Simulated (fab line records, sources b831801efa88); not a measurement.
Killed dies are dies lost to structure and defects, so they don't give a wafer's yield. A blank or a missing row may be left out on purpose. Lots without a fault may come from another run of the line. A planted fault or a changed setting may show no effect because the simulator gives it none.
fab line records | flow gf180mcu
record lots=5 wafers=15 last_day=33
route steps=602 shown STI@29 DNWELL@32 NWELL@42 LVPWELL@54 MVSD@66
lots that met no fault: from a run of the same line without faults
start_h: hours from the record's first day to the start of the lot's first wafer shown | wait_h: hours since the lot's step before | " the same as in the row above | L1.1+2: a row that stands for several wafers | - no value, or no start given | * or withheld: withheld | < > ~ a bound
route shown NAME@n: a module of which the file shows steps, and the number in the route of the first | usual: mean/standard deviation of fault-free wafers | same: alike in all rows | chamber/n: place in a boat | sites: the reading at each site | _std_site: their standard deviation | _edge_site: outer sites' mean less inner sites' | radius_mm: how far each site lies from the wafer's centre | mask NAME#n: copy n | behind: the tool/chamber that last shaped the wafer | hold: why the lot was held/for how many hours/how that ended | device: the transistor (n, p or np) that didn't switch | end of line: the same wafers' tests at the end of the route | a step without rows: its recipe alone | killed: dies lost to structure and defects at the first sort, not the wafer's yield | map: a wafer's dies, x killed, . not, _ none there
set.NAME: the setting as run; set.NAME@STEP: as run at that earlier step | model.NAME: the simulator's own value behind a step, which no gauge read
lots at some steps of the route; a table a step, a row a wafer
services: from which hour (start_h, from the record's first day; less than 0 if before it) a tool's chamber was out of use, for how many hours, and why
## steps
# step GF_STI_WET_ETCH_28
# recipe chemistry=dHF target_depth_nm=20 dry=ipa_marangoni target=SiO2 temp_c=25 dilution=10:1 time_s=40
# usual bath_heat_duty_pct=6.4/0.71
# columns lot.wafer tool chamber start_h wait_h bath_heat_duty_pct
L074.1 wet_bench-01 2 29.87 0.0 6.9
L074.3 " 2 " " 6.4
L074.5 " 2 " " 6.9
L083.3 wet_bench-01 2 75.07 0.0 6.4
L083.4 " 2 " " 6.0
L083.5 " 2 " " 7.2
L087.1 wet_bench-04 2 96.01 0.0 8.1
L087.2 " 2 " " 7.4
L087.6 " 2 " " 5.6
L091.1 wet_bench-04 3 116.60 0.0 6.6
L091.2 " 3 " " 7.1
L091.4 " 3 " " 6.6
L092.1 wet_bench-04 2 122.21 0.0 7.5
L092.2 " 2 " " 7.8
L092.5 " 2 " " 6.7
# step GF_STI_OXIDATION_29
# recipe temp_c=900 ambient=O2 stabilise_s=600 purge_s=300 target_thk_a=100 ox_time_s=1418
# columns lot.wafer tool chamber start_h wait_h
L074.1+3+5 furnace-01 0 29.91 0.0
L083.3+4+5 furnace-02 0 75.09 0.0
L087.1+2+6 furnace-02 0 96.03 0.0
L091.1+2+4 furnace-01 0 117.34 0.7
L092.1+2+5 furnace-01 0 122.23 0.0
# step GF_STI_THK_MEAS_30
# recipe reads=SiO2_of_STI_OXIDATION_29
# usual STI_OXIDATION_02_THK=10.05/0.16
# columns lot.wafer tool chamber start_h wait_h STI_OXIDATION_02_THK[nm]
L074.1 film_metro-02 - 31.31 0.0 10.04
L074.3 " - " " 10.13
L074.5 " - " " 10.26
L083.3 film_metro-01 - 76.51 0.0 10.01
L083.4 " - " " 10.23
L083.5 " - " " 10.23
L087.1 film_metro-02 - 97.42 0.0 10.18
L087.2 " - " " 10.22
L087.6 " - " " 10.18
L091.1 film_metro-04 - 118.73 0.0 9.89
L091.2 " - " " 10.17
L091.4 " - " " 10.05
L092.1 film_metro-01 - 123.62 0.0 9.91
L092.2 " - " " 9.82
L092.5 " - " " 9.86
# step GF_DNWELL_DEHYDRATE_00
# recipe temp_c=200 time_s=60
# columns lot.wafer tool chamber start_h wait_h
L074.1+3+5 litho_track-02 0 36.51 5.2
L083.3+4+5 litho_track-01 0 83.07 6.6
L087.1+2+6 litho_track-01 0 104.22 6.8
L091.1+2+4 litho_track-01 0 125.42 6.7
L092.1+2+5 litho_track-02 0 130.65 7.0
# step GF_DNWELL_HMDS_01
# recipe prime_time_s=60 prime_temp_c=120
# columns lot.wafer tool chamber start_h wait_h
L074.1+3+5 litho_track-02 0 36.66 0.1
L083.3+4+5 litho_track-01 0 83.22 0.1
L087.1+2+6 litho_track-01 0 104.37 0.1
L091.1+2+4 litho_track-01 0 125.57 0.1
L092.1+2+5 litho_track-02 0 130.80 0.1
# step GF_DNWELL_COAT_02
# recipe spin_rpm=2000 resist_thk_nm=3000
# columns lot.wafer tool chamber start_h wait_h
L074.1+3+5 litho_track-02 0 36.81 0.1
L083.3+4+5 litho_track-01 0 83.37 0.1
L087.1+2+6 litho_track-01 0 104.52 0.1
L091.1+2+4 litho_track-01 0 125.72 0.1
L092.1+2+5 litho_track-02 0 130.95 0.1
# step GF_DNWELL_SOFTBAKE_03
# recipe temp_c=110 time_s=withheld
# columns lot.wafer tool chamber start_h wait_h
L074.1+3+5 litho_track-02 0 36.96 0.1
L083.3+4+5 litho_track-01 0 83.54 0.1
L087.1+2+6 litho_track-01 0 104.67 0.1
L091.1+2+4 litho_track-01 0 125.87 0.1
L092.1+2+5 litho_track-02 0 131.10 0.1
# step GF_DNWELL_EXPOSE_04
# recipe mask_id=DNWELL target_cd_nm=1700 na=0.6 source_shape=conventional sigma_outer=0.6 dose_mj=260
# same sigma_outer=0.6
# columns lot.wafer tool chamber start_h wait_h mask
L074.1+3+5 iline_stepper-02 0 - - DNWELL#0
L083.3+4+5 iline_stepper-02 0 - - DNWELL#0
L087.1+2+6 iline_stepper-02 0 - - DNWELL#0
L091.1+2+4 iline_stepper-02 0 - - DNWELL#0
L092.1+2+5 iline_stepper-01 0 - - DNWELL#0
# step GF_DNWELL_PEB_05
# recipe temp_c=115 time_s=withheld
# columns lot.wafer tool chamber start_h wait_h
L074.1+3+5 litho_track-02 0 - -
L083.3+4+5 litho_track-02 0 - -
L087.1+2+6 litho_track-01 0 - -
L091.1+2+4 litho_track-02 0 - -
L092.1+2+5 litho_track-01 0 - -
# step GF_DNWELL_DEVELOP_06
# recipe wall_angle_deg=90 develop_time_s=60 dev_temp_c=23
# usual developer_temp_C=22.99/0.11
# columns lot.wafer tool chamber start_h wait_h developer_temp_C
L074.1 litho_track-02 0 - - 23.19
L074.3 " 0 " " 22.95
L074.5 " 0 " " 23.20
L083.3 litho_track-02 0 - - 23.03
L083.4 " 0 " " 23.03
L083.5 " 0 " " 22.95
L087.1 litho_track-01 0 - - 22.74
L087.2 " 0 " " 22.89
L087.6 " 0 " " 22.81
L091.1 litho_track-02 0 - - 22.86
L091.2 " 0 " " 22.86
L091.4 " 0 " " 22.84
L092.1 litho_track-01 0 - - 23.11
L092.2 " 0 " " 22.83
L092.5 " 0 " " 23.06
# step GF_DNWELL_IMPLANT_07
# recipe species=P energy_kev=1500 dose_cm2=1e+13 tilt_deg=0
# usual beam_on_s=9.98/0.18
# columns lot.wafer tool chamber start_h wait_h beam_on_s
L074.1 implanter-04 0 43.01 - 9.97
L074.3 " 0 " " 10.14
L074.5 " 0 " " 10.11
L083.3 implanter-02 0 90.75 - 10.21
L083.4 " 0 " " 9.93
L083.5 " 0 " " 9.67
L087.1 implanter-04 0 111.82 - 10.13
L087.2 " 0 " " 10.31
L087.6 " 0 " " 10.10
L091.1 implanter-04 0 133.60 - 9.88
L091.2 " 0 " " 9.89
L091.4 " 0 " " 10.03
L092.1 implanter-01 0 139.27 - 9.96
L092.2 " 0 " " 9.95
L092.5 " 0 " " 9.84
# step GF_DNWELL_STRIP_08
# recipe chemistry=O2/N2 power_w=1400 pressure_mtorr=1500 platen_temp_c=250 o2_flow_sccm=3000 n2_flow_sccm=300 overash_fraction=0.5
# usual drypump_motor_current_A=5.8/0.58 heater_power_w=317/26 n2_flow_sccm=299.9/0.99 oes_product_au=0.722/0.0046 strip_time_to_endpoint_s=36.99/0.092
# columns lot.wafer tool chamber start_h wait_h drypump_motor_current_A heater_power_w n2_flow_sccm oes_product_au rf_hours_counter_h strip_time_to_endpoint_s
L074.1 plasma_asher-04 1 43.16 0.1 6.2 349 299.6 0.722 38 37.05
L074.3 " 1 " " 6.2 337 299.6 0.724 - 36.97
L074.5 " 0 " " 5.2 303 300.1 0.713 - 37.00
L083.3 plasma_asher-04 0 90.89 0.1 5.2 302 300.1 0.721 - 36.89
L083.4 " 1 " " 6.2 343 300.1 0.723 - 36.88
L083.5 " 0 " " 5.2 301 298.6 0.726 - 36.92
L087.1 plasma_asher-01 0 111.97 0.1 5.6 335 298.3 0.721 32 37.06
L087.2 " 1 " " 6.3 280 300.2 0.722 32 37.06
L087.6 " 1 " " 6.3 279 299.7 0.720 - 37.10
L091.1 plasma_asher-01 1 133.75 0.1 6.3 279 300.1 0.722 35 36.96
L091.2 " 0 " " 5.6 321 299.8 0.718 35 36.85
L091.4 " 1 " " 6.3 281 300.9 0.717 - 37.10
L092.1 plasma_asher-03 0 139.42 0.1 4.8 365 300.3 0.729 2 36.87
L092.2 " 1 " " 6.5 304 300.0 0.728 2 36.86
L092.5 " 0 " " 4.8 374 299.6 0.726 - 36.94
# step GF_DNWELL_TW_MEAS_09
# usual DNWELL_TW=1350/8.3
# columns lot.wafer tool chamber start_h wait_h DNWELL_TW
L074.1 film_metro-03 - 43.26 0.1 1342
L074.3 " - " " 1345
L074.5 " - " " 1337
L083.3 film_metro-02 - 90.97 0.1 1349
L083.4 " - " " 1350
L083.5 " - " " 1353
L087.1 film_metro-04 - 112.07 0.1 1351
L087.2 " - " " 1342
L087.6 " - " " 1348
L091.1 film_metro-03 - 133.85 0.1 1352
L091.2 " - " " 1350
L091.4 " - " " 1350
L092.1 film_metro-04 - 139.52 0.1 1342
L092.2 " - " " 1342
L092.5 " - " " 1334
# step GF_NWELL_DEHYDRATE_00
# recipe temp_c=200 time_s=60
# columns lot.wafer tool chamber start_h wait_h
L074.1+3+5 litho_track-04 0 48.58 5.3
L083.3+4+5 litho_track-04 0 97.23 6.2
L087.1+2+6 litho_track-03 0 119.26 7.2
L091.1+2+4 litho_track-01 0 141.12 7.3
L092.1+2+5 litho_track-01 0 147.22 7.7
# step GF_NWELL_HMDS_01
# recipe prime_time_s=60 prime_temp_c=120
# columns lot.wafer tool chamber start_h wait_h
L074.1+3+5 litho_track-04 0 48.73 0.1
L083.3+4+5 litho_track-04 0 97.38 0.1
L087.1+2+6 litho_track-03 0 119.41 0.1
L091.1+2+4 litho_track-01 0 141.27 0.1
L092.1+2+5 litho_track-01 0 147.37 0.1
# step GF_NWELL_COAT_02
# recipe spin_rpm=2000 resist_thk_nm=3000
# columns lot.wafer tool chamber start_h wait_h
L074.1+3+5 litho_track-04 0 48.88 0.1
L083.3+4+5 litho_track-04 0 97.53 0.1
L087.1+2+6 litho_track-03 0 119.56 0.1
L091.1+2+4 litho_track-01 0 141.42 0.1
L092.1+2+5 litho_track-01 0 147.52 0.1
# step GF_NWELL_SOFTBAKE_03
# recipe temp_c=110 time_s=withheld
# columns lot.wafer tool chamber start_h wait_h
L074.1+3+5 litho_track-04 0 49.03 0.1
L083.3+4+5 litho_track-04 0 97.70 0.1
L087.1+2+6 litho_track-03 0 119.71 0.1
L091.1+2+4 litho_track-01 0 141.57 0.1
L092.1+2+5 litho_track-01 0 147.67 0.1
# step GF_NWELL_EXPOSE_04
# recipe mask_id=Nwell target_cd_nm=860 na=0.6 source_shape=conventional sigma_outer=0.6 dose_mj=260
# same sigma_outer=0.6
# columns lot.wafer tool chamber start_h wait_h mask
L074.1+3+5 iline_stepper-02 0 - - Nwell#0
L083.3+4+5 iline_stepper-02 0 - - Nwell#0
L087.1+2+6 iline_stepper-01 0 - - Nwell#0
L091.1+2+4 iline_stepper-02 0 - - Nwell#0
L092.1+2+5 iline_stepper-02 0 - - Nwell#0
# step GF_NWELL_PEB_05
# recipe temp_c=115 time_s=withheld
# columns lot.wafer tool chamber start_h wait_h
L074.1+3+5 litho_track-04 0 - -
L083.3+4+5 litho_track-04 0 - -
L087.1+2+6 litho_track-03 0 - -
L091.1+2+4 litho_track-03 0 - -
L092.1+2+5 litho_track-03 0 - -
# step GF_NWELL_DEVELOP_06
# recipe wall_angle_deg=90 develop_time_s=60 dev_temp_c=23
# usual developer_temp_C=23.01/0.1
# columns lot.wafer tool chamber start_h wait_h developer_temp_C
L074.1 litho_track-04 0 - - 22.94
L074.3 " 0 " " 23.02
L074.5 " 0 " " 22.91
L083.3 litho_track-04 0 - - 22.89
L083.4 " 0 " " 22.91
L083.5 " 0 " " 22.95
L087.1 litho_track-03 0 - - 22.88
L087.2 " 0 " " 22.98
L087.6 " 0 " " 22.84
L091.1 litho_track-03 0 - - 22.92
L091.2 " 0 " " 23.04
L091.4 " 0 " " 23.03
L092.1 litho_track-03 0 - - 23.05
L092.2 " 0 " " 22.93
L092.5 " 0 " " 22.88
# step GF_NWELL_OVL_MEAS_07
# usual NWELL_OVL=-0.2/1.4
# columns lot.wafer tool chamber start_h wait_h NWELL_OVL[nm]
L074.1 overlay-01 - 55.58 - -0.5
L074.3 " - " " -0.9
L074.5 " - " " -1.3
L083.3 overlay-02 - 105.04 - -0.7
L083.4 " - " " 0.3
L083.5 " - " " -0.3
L087.1 overlay-02 - 127.31 - -2.7
L087.2 " - " " -2.3
L087.6 " - " " -0.4
L091.1 overlay-02 - 149.46 - -0.1
L091.2 " - " " 0.4
L091.4 " - " " 0.3
L092.1 overlay-02 - 155.41 - -0.6
L092.2 " - " " -2.0
L092.5 " - " " 1.5
# step GF_NWELL_IMPLANT_08
# recipe species=P energy_kev=450 dose_cm2=1.5e+13 tilt_deg=0
# usual beam_on_s=9.98/0.2
# columns lot.wafer tool chamber start_h wait_h beam_on_s
L074.1 implanter-02 0 55.62 0.0 10.70
L074.3 " 0 " " 10.16
L074.5 " 0 " " 9.85
L083.3 implanter-03 0 105.12 0.1 9.72
L083.4 " 0 " " 10.22
L083.5 " 0 " " 9.97
L087.1 implanter-01 0 127.35 0.0 9.68
L087.2 " 0 " " 10.09
L087.6 " 0 " " 9.92
L091.1 implanter-03 0 149.50 0.0 10.02
L091.2 " 0 " " 9.88
L091.4 " 0 " " 10.22
L092.1 implanter-02 0 155.45 0.0 10.01
L092.2 " 0 " " 10.07
L092.5 " 0 " " 10.23
# step GF_NWELL_IMPLANT_09
# recipe species=P energy_kev=160 dose_cm2=4e+12 tilt_deg=0
# usual beam_on_s=10.00/0.2
# columns lot.wafer tool chamber start_h wait_h beam_on_s
L074.1 implanter-02 0 55.77 0.1 10.08
L074.3 " 0 " " 9.87
L074.5 " 0 " " 10.04
L083.3 implanter-03 0 105.27 0.1 9.78
L083.4 " 0 " " 10.18
L083.5 " 0 " " 9.90
L087.1 implanter-01 0 127.50 0.1 9.81
L087.2 " 0 " " 9.96
L087.6 " 0 " " 9.95
L091.1 implanter-03 0 149.65 0.1 10.14
L091.2 " 0 " " 10.12
L091.4 " 0 " " 10.08
L092.1 implanter-02 0 155.60 0.1 10.10
L092.2 " 0 " " 9.88
L092.5 " 0 " " 10.25
# step GF_NWELL_STRIP_10
# recipe chemistry=O2/N2 power_w=1400 pressure_mtorr=1500 platen_temp_c=250 o2_flow_sccm=3000 n2_flow_sccm=300 overash_fraction=0.5
# usual drypump_motor_current_A=6.0/0.42 heater_power_w=322/27 n2_flow_sccm=300.0/0.9 oes_product_au=0.722/0.0043 strip_time_to_endpoint_s=36.99/0.097
# columns lot.wafer tool chamber start_h wait_h drypump_motor_current_A heater_power_w n2_flow_sccm oes_product_au rf_hours_counter_h strip_time_to_endpoint_s
L074.1 plasma_asher-01 0 55.92 0.1 5.6 317 299.6 0.721 26 36.91
L074.3 " 0 " " 5.6 321 298.6 0.721 - 36.98
L074.5 " 0 " " 5.6 332 298.7 0.729 - 36.88
L083.3 plasma_asher-02 0 105.40 0.1 6.1 341 298.9 0.721 - 37.04
L083.4 " 1 " " 6.1 347 299.8 0.722 - 37.00
L083.5 " 0 " " 6.1 330 299.4 0.718 - 37.02
L087.1 plasma_asher-01 0 127.65 0.1 5.6 324 298.6 0.723 34 36.91
L087.2 " 1 " " 6.3 284 300.5 0.723 34 36.90
L087.6 " 0 " " 5.6 322 301.0 0.713 - 36.98
L091.1 plasma_asher-02 1 149.80 0.1 6.0 344 300.8 0.724 51 37.06
L091.2 " 0 " " 6.1 338 300.1 0.720 51 37.09
L091.4 " 0 " " 6.1 337 300.1 0.717 - 37.10
L092.1 plasma_asher-01 0 155.75 0.1 5.5 330 301.0 0.723 37 37.18
L092.2 " 1 " " 6.3 269 299.5 0.719 37 37.16
L092.5 " 0 " " 5.5 335 300.2 0.727 - 37.12
# step GF_NWELL_TW_MEAS_11
# usual NWELL_TW=1565/11
# columns lot.wafer tool chamber start_h wait_h NWELL_TW
L074.1 film_metro-03 - 56.02 0.1 1575
L074.3 " - " " 1572
L074.5 " - " " 1584
L083.3 film_metro-01 - 105.49 0.1 1565
L083.4 " - " " 1560
L083.5 " - " " 1556
L087.1 film_metro-01 - 127.75 0.1 1564
L087.2 " - " " 1559
L087.6 " - " " 1569
L091.1 film_metro-04 - 149.90 0.1 1564
L091.2 " - " " 1559
L091.4 " - " " 1564
L092.1 film_metro-03 - 155.85 0.1 1576
L092.2 " - " " 1584
L092.5 " - " " 1587
# step GF_LVPWELL_DEHYDRATE_00
# recipe temp_c=200 time_s=60
# columns lot.wafer tool chamber start_h wait_h
L074.1+3+5 litho_track-02 0 61.46 5.4
L083.3+4+5 litho_track-01 0 112.47 7.0
L087.1+2+6 litho_track-03 0 134.81 7.1
L091.1+2+4 litho_track-03 0 157.26 7.4
L092.1+2+5 litho_track-03 0 163.36 7.5
# step GF_LVPWELL_HMDS_01
# recipe prime_time_s=60 prime_temp_c=120
# columns lot.wafer tool chamber start_h wait_h
L074.1+3+5 litho_track-02 0 61.61 0.1
L083.3+4+5 litho_track-01 0 112.62 0.1
L087.1+2+6 litho_track-03 0 134.96 0.1
L091.1+2+4 litho_track-03 0 157.41 0.1
L092.1+2+5 litho_track-03 0 163.51 0.1
# step GF_LVPWELL_COAT_02
# recipe spin_rpm=2000 resist_thk_nm=3000
# columns lot.wafer tool chamber start_h wait_h
L074.1+3+5 litho_track-02 0 61.76 0.1
L083.3+4+5 litho_track-01 0 112.77 0.1
L087.1+2+6 litho_track-03 0 135.11 0.1
L091.1+2+4 litho_track-03 0 157.56 0.1
L092.1+2+5 litho_track-03 0 163.66 0.1
# step GF_LVPWELL_SOFTBAKE_03
# recipe temp_c=110 time_s=withheld
# columns lot.wafer tool chamber start_h wait_h
L074.1+3+5 litho_track-02 0 61.91 0.1
L083.3+4+5 litho_track-01 0 112.94 0.1
L087.1+2+6 litho_track-03 0 135.26 0.1
L091.1+2+4 litho_track-03 0 157.71 0.1
L092.1+2+5 litho_track-03 0 163.81 0.1
# step GF_LVPWELL_EXPOSE_04
# recipe mask_id=LVPWELL target_cd_nm=600 na=0.6 source_shape=conventional sigma_outer=0.6 dose_mj=260
# same sigma_outer=0.6
# columns lot.wafer tool chamber start_h wait_h mask
L074.1+3+5 iline_stepper-02 0 - - LVPWELL#0
L083.3+4+5 iline_stepper-01 0 - - LVPWELL#0
L087.1+2+6 iline_stepper-02 0 - - LVPWELL#0
L091.1+2+4 iline_stepper-02 0 - - LVPWELL#0
L092.1+2+5 iline_stepper-02 0 - - LVPWELL#0
# step GF_LVPWELL_PEB_05
# recipe temp_c=115 time_s=withheld
# columns lot.wafer tool chamber start_h wait_h
L074.1+3+5 litho_track-02 0 - -
L083.3+4+5 litho_track-03 0 - -
L087.1+2+6 litho_track-03 0 - -
L091.1+2+4 litho_track-01 0 - -
L092.1+2+5 litho_track-01 0 - -
# step GF_LVPWELL_DEVELOP_06
# recipe wall_angle_deg=90 develop_time_s=60 dev_temp_c=23
# usual developer_temp_C=23.00/0.099
# columns lot.wafer tool chamber start_h wait_h developer_temp_C
L074.1 litho_track-02 0 - - 22.97
L074.3 " 0 " " 23.04
L074.5 " 0 " " 23.06
L083.3 litho_track-03 0 - - 22.97
L083.4 " 0 " " 23.06
L083.5 " 0 " " 22.97
L087.1 litho_track-03 0 - - 22.84
L087.2 " 0 " " 23.01
L087.6 " 0 " " 23.03
L091.1 litho_track-01 0 - - 23.08
L091.2 " 0 " " 23.00
L091.4 " 0 " " 23.08
L092.1 litho_track-01 0 - - 23.06
L092.2 " 0 " " 22.93
L092.5 " 0 " " 22.87
# step GF_LVPWELL_OVL_MEAS_07
# usual LVPWELL_OVL=-0.5/1.2
# columns lot.wafer tool chamber start_h wait_h LVPWELL_OVL[nm]
L074.1 overlay-01 - 68.86 - -1.1
L074.3 " - " " 1.5
L074.5 " - " " -1.4
L083.3 overlay-02 - 120.62 - 2.1
L083.4 " - " " 0.1
L083.5 " - " " 1.2
L087.1 overlay-01 - 143.21 - -0.6
L087.2 " - " " -0.3
L087.6 " - " " -0.4
L091.1 overlay-02 - 165.57 - 2.1
L091.2 " - " " 0.4
L091.4 " - " " -1.4
L092.1 overlay-01 - 172.12 - -1.5
L092.2 " - " " -1.6
L092.5 " - " " -1.8
# step GF_LVPWELL_IMPLANT_08
# recipe species=B energy_kev=170 dose_cm2=1.5e+13 tilt_deg=0
# usual beam_on_s=10.02/0.22
# columns lot.wafer tool chamber start_h wait_h beam_on_s
L074.1 implanter-04 0 68.89 0.0 9.79
L074.3 " 0 " " 10.08
L074.5 " 0 " " 10.14
L083.3 implanter-03 0 120.70 0.1 10.53
L083.4 " 0 " " 9.98
L083.5 " 0 " " 9.99
L087.1 implanter-03 0 143.25 0.0 9.97
L087.2 " 0 " " 9.83
L087.6 " 0 " " 9.90
L091.1 implanter-02 0 165.61 0.0 9.90
L091.2 " 0 " " 9.75
L091.4 " 0 " " 10.03
L092.1 implanter-04 0 172.16 0.0 10.09
L092.2 " 0 " " 9.99
L092.5 " 0 " " 9.78
# step GF_LVPWELL_IMPLANT_09
# recipe species=B energy_kev=60 dose_cm2=5e+12 tilt_deg=0
# usual beam_on_s=10.01/0.22
# columns lot.wafer tool chamber start_h wait_h beam_on_s
L074.1 implanter-04 0 69.04 0.1 10.12
L074.3 " 0 " " 9.94
L074.5 " 0 " " 10.02
L083.3 implanter-03 0 120.85 0.1 9.49
L083.4 " 0 " " 9.94
L083.5 " 0 " " 10.28
L087.1 implanter-03 0 143.40 0.1 10.10
L087.2 " 0 " " 10.05
L087.6 " 0 " " 9.69
L091.1 implanter-02 0 165.76 0.1 10.54
L091.2 " 0 " " 9.85
L091.4 " 0 " " 10.20
L092.1 implanter-04 0 172.31 0.1 10.01
L092.2 " 0 " " 10.09
L092.5 " 0 " " 9.75
# step GF_LVPWELL_STRIP_10
# recipe chemistry=O2/N2 power_w=1400 pressure_mtorr=1500 platen_temp_c=250 o2_flow_sccm=3000 n2_flow_sccm=300 overash_fraction=0.5
# usual drypump_motor_current_A=5.8/0.64 heater_power_w=332/22 n2_flow_sccm=299.8/0.91 oes_product_au=0.723/0.0045 strip_time_to_endpoint_s=36.98/0.098
# columns lot.wafer tool chamber start_h wait_h drypump_motor_current_A heater_power_w n2_flow_sccm oes_product_au rf_hours_counter_h strip_time_to_endpoint_s
L074.1 plasma_asher-03 1 69.19 0.1 6.5 317 299.6 0.725 39 36.94
L074.3 " 1 " " 6.5 314 299.0 0.726 - 36.91
L074.5 " 1 " " 6.5 323 299.3 0.724 - 36.97
L083.3 plasma_asher-02 1 120.98 0.1 6.0 339 300.7 0.719 - 36.95
L083.4 " 0 " " 6.1 339 299.3 0.717 - 37.03
L083.5 " 1 " " 6.1 338 299.6 0.716 - 37.06
L087.1 plasma_asher-02 0 143.55 0.1 6.1 341 298.7 0.717 50 36.99
L087.2 " 1 " " 6.0 345 301.2 0.722 50 36.98
L087.6 " 0 " " 6.1 330 298.1 0.727 - 37.06
L091.1 plasma_asher-02 1 165.91 0.1 6.0 339 299.7 0.726 53 36.84
L091.2 " 0 " " 6.1 341 300.1 0.714 53 36.94
L091.4 " 0 " " 6.1 336 300.3 0.722 - 36.91
L092.1 plasma_asher-04 0 172.46 0.1 5.2 303 301.9 0.726 52 36.86
L092.2 " 1 " " 6.2 338 300.8 0.720 52 36.85
L092.5 " 1 " " 6.2 345 300.5 0.722 - 36.86
# step GF_LVPWELL_TW_MEAS_11
# usual LVPWELL_TW=557/3.5
# columns lot.wafer tool chamber start_h wait_h LVPWELL_TW
L074.1 film_metro-04 - 69.29 0.1 560
L074.3 " - " " 559
L074.5 " - " " 556
L083.3 film_metro-04 - 121.07 0.1 556
L083.4 " - " " 557
L083.5 " - " " 555
L087.1 film_metro-03 - 143.65 0.1 558
L087.2 " - " " 560
L087.6 " - " " 556
L091.1 film_metro-01 - 166.01 0.1 554
L091.2 " - " " 555
L091.4 " - " " 553
L092.1 film_metro-01 - 172.56 0.1 555
L092.2 " - " " 557
L092.5 " - " " 553
# step GF_MVSD_DEHYDRATE_00
# recipe temp_c=200 time_s=60
# columns lot.wafer tool chamber start_h wait_h
L074.1+3+5 litho_track-02 0 74.85 5.6
L083.3+4+5 litho_track-03 0 127.66 6.6
L087.1+2+6 litho_track-03 0 150.41 6.8
L091.1+2+4 litho_track-04 0 173.98 8.0
L092.1+2+5 litho_track-04 0 179.78 7.2
# step GF_MVSD_HMDS_01
# recipe prime_time_s=60 prime_temp_c=120
# columns lot.wafer tool chamber start_h wait_h
L074.1+3+5 litho_track-02 0 75.00 0.1
L083.3+4+5 litho_track-03 0 127.81 0.1
L087.1+2+6 litho_track-03 0 150.56 0.1
L091.1+2+4 litho_track-04 0 174.13 0.1
L092.1+2+5 litho_track-04 0 179.93 0.1
# step GF_MVSD_COAT_02
# recipe spin_rpm=2000 resist_thk_nm=3000
# columns lot.wafer tool chamber start_h wait_h
L074.1+3+5 litho_track-02 0 75.15 0.1
L083.3+4+5 litho_track-03 0 127.96 0.1
L087.1+2+6 litho_track-03 0 150.71 0.1
L091.1+2+4 litho_track-04 0 174.28 0.1
L092.1+2+5 litho_track-04 0 180.08 0.1
# step GF_MVSD_SOFTBAKE_03
# recipe temp_c=110 time_s=withheld
# columns lot.wafer tool chamber start_h wait_h
L074.1+3+5 litho_track-02 0 75.30 0.1
L083.3+4+5 litho_track-03 0 128.13 0.1
L087.1+2+6 litho_track-03 0 150.86 0.1
L091.1+2+4 litho_track-04 0 174.43 0.1
L092.1+2+5 litho_track-04 0 180.23 0.1
# step GF_MVSD_EXPOSE_04
# recipe mask_id=MVSD target_cd_nm=1000 na=0.6 source_shape=conventional sigma_outer=0.6 dose_mj=260
# same sigma_outer=0.6
# columns lot.wafer tool chamber start_h wait_h mask
L074.1+3+5 iline_stepper-02 0 - - MVSD#0
L083.3+4+5 iline_stepper-02 0 - - MVSD#0
L087.1+2+6 iline_stepper-02 0 - - MVSD#0
L091.1+2+4 iline_stepper-02 0 - - MVSD#0
L092.1+2+5 iline_stepper-01 0 - - MVSD#0
# step GF_MVSD_PEB_05
# recipe temp_c=115 time_s=withheld
# columns lot.wafer tool chamber start_h wait_h
L074.1+3+5 litho_track-02 0 - -
L083.3+4+5 litho_track-02 0 - -
L087.1+2+6 litho_track-03 0 - -
L091.1+2+4 litho_track-02 0 - -
L092.1+2+5 litho_track-02 0 - -
# step GF_MVSD_DEVELOP_06
# recipe wall_angle_deg=90 develop_time_s=60 dev_temp_c=23
# usual developer_temp_C=23.00/0.12
# columns lot.wafer tool chamber start_h wait_h developer_temp_C
L074.1 litho_track-02 0 - - 23.19
L074.3 " 0 " " 22.90
L074.5 " 0 " " 23.00
L083.3 litho_track-02 0 - - 22.96
L083.4 " 0 " " 22.90
L083.5 " 0 " " 22.92
L087.1 litho_track-03 0 - - 23.01
L087.2 " 0 " " 23.05
L087.6 " 0 " " 23.02
L091.1 litho_track-02 0 - - 23.18
L091.2 " 0 " " 23.08
L091.4 " 0 " " 23.08
L092.1 litho_track-02 0 - - 23.16
L092.2 " 0 " " 22.96
L092.5 " 0 " " 23.01
# step GF_MVSD_OVL_MEAS_07
# usual MVSD_OVL=0.1/1.2
# columns lot.wafer tool chamber start_h wait_h MVSD_OVL[nm]
L074.1 overlay-01 - 81.80 - -0.5
L074.3 " - " " -0.8
L074.5 " - " " 0.6
L083.3 overlay-02 - 135.90 - -0.3
L083.4 " - " " -1.0
L083.5 " - " " -2.0
L087.1 overlay-02 - 158.56 - 1.5
L087.2 " - " " 1.5
L087.6 " - " " 1.2
L091.1 overlay-02 - 186.55 - -0.2
L091.2 " - " " 0.5
L091.4 " - " " -1.3
L092.1 overlay-01 - 188.00 - -1.9
L092.2 " - " " 0.1
L092.5 " - " " -1.9
# step GF_MVSD_IMPLANT_08
# recipe species=P energy_kev=400 dose_cm2=1.6e+13 tilt_deg=0
# usual beam_on_s=10.02/0.2
# columns lot.wafer tool chamber start_h wait_h beam_on_s
L074.1 implanter-03 0 81.84 0.0 9.86
L074.3 " 0 " " 10.15
L074.5 " 0 " " 9.92
L083.3 implanter-03 0 135.97 0.1 10.30
L083.4 " 0 " " 10.01
L083.5 " 0 " " 9.88
L087.1 implanter-04 0 158.60 0.0 10.23
L087.2 " 0 " " 10.42
L087.6 " 0 " " 10.09
L091.1 implanter-04 0 186.59 0.0 10.12
L091.2 " 0 " " 10.11
L091.4 " 0 " " 9.96
L092.1 implanter-04 0 188.04 0.0 10.14
L092.2 " 0 " " 10.09
L092.5 " 0 " " 9.58
## services
# columns tool chamber start_h hours kind
wet_bench-01 - 10.43 1.9 pm
plasma_asher-03 - 28.81 2.8 pm
plasma_asher-01 - 32.67 4.1 repair
furnace-02 - 40.47 3.1 pm
iline_stepper-02 - 43.95 1.7 pm
plasma_asher-03 - 57.44 9.0 pm
iline_stepper-01 - 65.16 8.0 repair
implanter-03 - 65.68 0.9 repair
iline_stepper-01 - 72.77 4.2 repair
implanter-04 - 73.94 2.2 repair
implanter-04 - 80.73 3.1 repair
plasma_asher-03 - 88.16 4.4 repair
implanter-01 - 101.10 11.4 repair
plasma_asher-03 - 108.75 9.0 pm
implanter-02 - 111.76 3.0 pm
plasma_asher-01 - 135.20 5.2 repair
iline_stepper-01 - 144.32 7.9 repair
implanter-04 - 149.71 2.7 pm
implanter-03 - 154.03 52.1 repair
plasma_asher-04 - 155.03 2.8 pm
implanter-01 - 157.37 3.6 pm
furnace-01 - 165.74 13.5 pm
iline_stepper-01 - 170.32 4.4 pm
iline_stepper-02 - 174.79 4.4 pm
## key
fault none
